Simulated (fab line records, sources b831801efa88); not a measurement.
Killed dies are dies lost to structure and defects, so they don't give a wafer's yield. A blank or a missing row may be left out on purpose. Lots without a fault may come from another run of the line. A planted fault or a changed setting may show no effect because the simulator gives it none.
fab line records | flow sky130
record lots=5 wafers=23
route steps=708 shown METAL5@664
start_h: hours from the record's first day to the start of the lot's first wafer shown | wait_h: hours since the lot's step before | " the same as in the row above | L1.1+2: a row that stands for several wafers | - no value, or no start given | * or withheld: withheld | < > ~ a bound
route shown NAME@n: a module of which the file shows steps, and the number in the route of the first | usual: mean/standard deviation of fault-free wafers | same: alike in all rows | chamber/n: place in a boat | sites: the reading at each site | _std_site: their standard deviation | _edge_site: outer sites' mean less inner sites' | radius_mm: how far each site lies from the wafer's centre | mask NAME#n: copy n | behind: the tool/chamber that last shaped the wafer | hold: why the lot was held/for how many hours/how that ended | device: the transistor (n, p or np) that didn't switch | end of line: the same wafers' tests at the end of the route | a step without rows: its recipe alone | killed: dies lost to structure and defects at the first sort, not the wafer's yield | map: a wafer's dies, x killed, . not, _ none there
set.NAME: the setting as run; set.NAME@STEP: as run at that earlier step | model.NAME: the simulator's own value behind a step, which no gauge read
lots whose settings were changed on purpose; a table a step, a row a wafer
## steps
# step SKY_METAL5_SPUTTER_03
# recipe material=Ti target_thk_nm=5 power_w=3000 time_s=3.3 chamber_pressure_pa=0.4
# columns lot.wafer tool chamber start_h wait_h set.power_w model.Ti_of_METAL5_SPUTTER_03.thk_nm
L074.1 pvd_sputter-03 - 1069.33 0.0 2681 4.584
L074.2 " - " " 2681 4.637
L074.4 " - " " 3000 5.085
L074.5 " - " " 2681 4.526
L074.6 " - " " 3000 5.044
L076.1 pvd_sputter-04 - 1071.45 0.0 3000 4.905
L076.2 " - " " 3000 5.086
L076.3 " - " " 3000 4.957
L076.4 " - " " 3000 4.974
L076.5 " - " " 3000 4.99
L083.1 pvd_sputter-02 - 1073.50 0.0 3000 5.383
L083.2 " - " " 3286 5.8
L083.3 " - " " 3000 5.306
L083.4 " - " " 3286 5.769
L083.6 " - " " 3286 5.747
L080.1 pvd_sputter-04 - 1079.76 0.0 3000 4.972
L080.2 " - " " 3000 5.105
L080.3 " - " " 3000 4.992
L085.1 pvd_sputter-03 - 1131.40 0.0 3000 4.867
L085.2 " - " " 3000 5.023
L085.3 " - " " 3000 4.975
L085.4 " - " " 3000 4.936
L085.5 " - " " 3000 4.992
# step SKY_METAL5_SPUTTER_04
# recipe material=TiN target_thk_nm=70 power_w=6693 time_s=58.3 chamber_pressure_pa=0.4
# step SKY_METAL5_RS_MEAS_05
# recipe thk_meas_gauge=four-point-probe reads=TiN_of_METAL5_SPUTTER_04+Ti_of_METAL5_SPUTTER_03+AlCu_of_METAL5_SPUTTER_02+TiN_of_METAL5_SPUTTER_01+Ti_of_METAL5_SPUTTER_00
# usual METAL5_ALCU_RS=0.0270/0.0003
# columns lot.wafer tool chamber start_h wait_h set.power_w@METAL5_SPUTTER_02 METAL5_ALCU_RS[ohm/sq]
L074.1 film_metro-03 - 1069.40 0.0 9791 0.0291
L074.2 " - " " 9791 0.0297
L074.4 " - " " 10600 0.0275
L074.5 " - " " 10600 0.0274
L074.6 " - " " 9791 0.0293
L076.1 film_metro-03 - 1071.52 0.0 10600 0.0265
L076.2 " - " " 9794 0.0285
L076.3 " - " " 10600 0.0266
L076.4 " - " " 10600 0.0267
L076.5 " - " " 9794 0.0289
L083.1 film_metro-02 - 1073.57 0.0 10600 0.0274
L083.2 " - " " 11660 0.0247
L083.3 " - " " 11660 0.0248
L083.4 " - " " 10600 0.0268
L083.6 " - " " 10600 0.0273
L080.1 film_metro-02 - 1079.83 0.0 10600 0.0265
L080.2 " - " " 10600 0.0266
L080.3 " - " " 10600 0.0268
L085.1 film_metro-02 - 1131.47 0.0 10600 0.0272
L085.2 " - " " 10600 0.0272
L085.3 " - " " 11050 0.0260
L085.4 " - " " 11050 0.0259
L085.5 " - " " 11050 0.0261
# step SKY_METAL5_THK_MEAS_06
# recipe thk_meas_gauge=xrf reads=AlCu_of_METAL5_SPUTTER_02
# usual METAL5_ALCU_THK=1127/13
# columns lot.wafer tool chamber start_h wait_h set.power_w@METAL5_SPUTTER_02 METAL5_ALCU_THK[nm]
L074.1 film_metro-03 - 1069.52 0.1 9791 1043
L074.2 " - " " 9791 1016
L074.4 " - " " 10600 1099
L074.5 " - " " 10600 1111
L074.6 " - " " 9791 1035
L076.1 film_metro-03 - 1071.64 0.1 10600 1139
L076.2 " - " " 9794 1056
L076.3 " - " " 10600 1133
L076.4 " - " " 10600 1124
L076.5 " - " " 9794 1049
L083.1 film_metro-02 - 1073.69 0.1 10600 1099
L083.2 " - " " 11660 1226
L083.3 " - " " 11660 1228
L083.4 " - " " 10600 1125
L083.6 " - " " 10600 1109
L080.1 film_metro-02 - 1079.95 0.1 10600 1138
L080.2 " - " " 10600 1146
L080.3 " - " " 10600 1137
L085.1 film_metro-02 - 1131.59 0.1 10600 1128
L085.2 " - " " 10600 1117
L085.3 " - " " 11050 1168
L085.4 " - " " 11050 1179
L085.5 " - " " 11050 1171
# step SKY_METAL5_METAL_ETCH_15
# recipe target_depth_a=12600 stop_on=SiO2 over_etch_frac=0.2 time_s=252 chemistry=Cl2/BCl3 resist_sidewall_deg=86 pressure_mtorr=10 icp_w=900 bias_w=48.5 Cl2_flow_sccm=60 bcl3_flow_sccm=30
# usual oes_product_au=0.894/0.0054
# columns lot.wafer tool chamber start_h wait_h set.bias_w set.power_w@METAL5_SPUTTER_02 oes_product_au
L074.1 rie_metal-01 1 1089.81 0.0 44.81 9791 0.869
L074.2 " 0 " " 48.5 9791 0.863
L074.4 " 1 " " 44.81 10600 0.899
L074.5 " 0 " " 44.81 10600 0.899
L074.6 " 1 " " 48.5 9791 0.868
L076.1 rie_metal-01 0 1091.86 0.0 50.12 10600 0.894
L076.2 " 1 " " 48.5 9794 0.875
L076.3 " 0 " " 48.5 10600 0.900
L076.4 " 1 " " 50.12 10600 0.896
L076.5 " 1 " " 50.12 9794 0.870
L083.1 rie_metal-01 0 1093.56 0.0 48.5 10600 0.893
L083.2 " 1 " " 48.5 11660 0.932
L083.3 " 1 " " 45.18 11660 0.933
L083.4 " 0 " " 45.18 10600 0.898
L083.6 " 0 " " 45.18 10600 0.888
L080.1 rie_metal-01 0 1100.57 0.0 48.5 10600 0.885
L080.2 " 1 " " 48.5 10600 0.896
L080.3 " 1 " " 48.5 10600 0.897
L085.1 rie_metal-02 0 1150.01 0.0 50.16 10600 0.889
L085.2 " 1 " " 50.16 10600 0.891
L085.3 " 1 " " 48.5 11050 0.903
L085.4 " 0 " " 50.16 11050 0.905
L085.5 " 0 " " 48.5 11050 0.895
# step SKY_METAL5_STRIP_16
# recipe chemistry=O2/N2 power_w=1400 pressure_mtorr=1500 platen_temp_c=withheld o2_flow_sccm=3000 n2_flow_sccm=300 overash_fraction=0.5
# usual strip_time_to_endpoint_s=13.10/0.11
# columns lot.wafer tool chamber start_h wait_h set.bias_w@METAL5_METAL_ETCH_15 strip_time_to_endpoint_s
L074.1 plasma_asher-02 1 1090.05 0.2 44.81 13.41
L074.2 " 0 " " 48.5 13.10
L074.4 " 0 " " 44.81 13.44
L074.5 " 0 " " 44.81 13.50
L074.6 " 1 " " 48.5 13.16
L076.1 plasma_asher-02 0 1092.10 0.2 50.12 13.07
L076.2 " 1 " " 48.5 13.15
L076.3 " 1 " " 48.5 13.18
L076.4 " 0 " " 50.12 12.97
L076.5 " 1 " " 50.12 13.05
L083.1 plasma_asher-04 1 1093.80 0.2 48.5 13.11
L083.2 " 0 " " 48.5 13.21
L083.3 " 0 " " 45.18 13.43
L083.4 " 1 " " 45.18 13.43
L083.6 " 1 " " 45.18 13.43
L080.1 plasma_asher-01 1 1100.81 0.2 48.5 13.14
L080.2 " 0 " " 48.5 13.26
L080.3 " 0 " " 48.5 13.07
L085.1 plasma_asher-04 0 1150.25 0.2 50.16 12.79
L085.2 " 1 " " 50.16 12.81
L085.3 " 1 " " 48.5 12.91
L085.4 " 0 " " 50.16 12.80
L085.5 " 0 " " 48.5 12.99
## key
split step=SKY_METAL5_SPUTTER_03 setting=power_w stated=3000 by=wafer
response step=SKY_METAL5_SPUTTER_03 reading=model.Ti_of_METAL5_SPUTTER_03.thk_nm change=+0.0452 per=1% r=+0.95
split step=SKY_METAL5_METAL_ETCH_15 setting=bias_w stated=48.5 by=wafer
response step=SKY_METAL5_STRIP_16 reading=strip_time_to_endpoint_s change=* per=1% r=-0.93
split outside_this_file step=SKY_METAL5_SPUTTER_02 setting=power_w
# split outside_this_file: this setting was split too, and the file shows its column; the key of that split is in another file
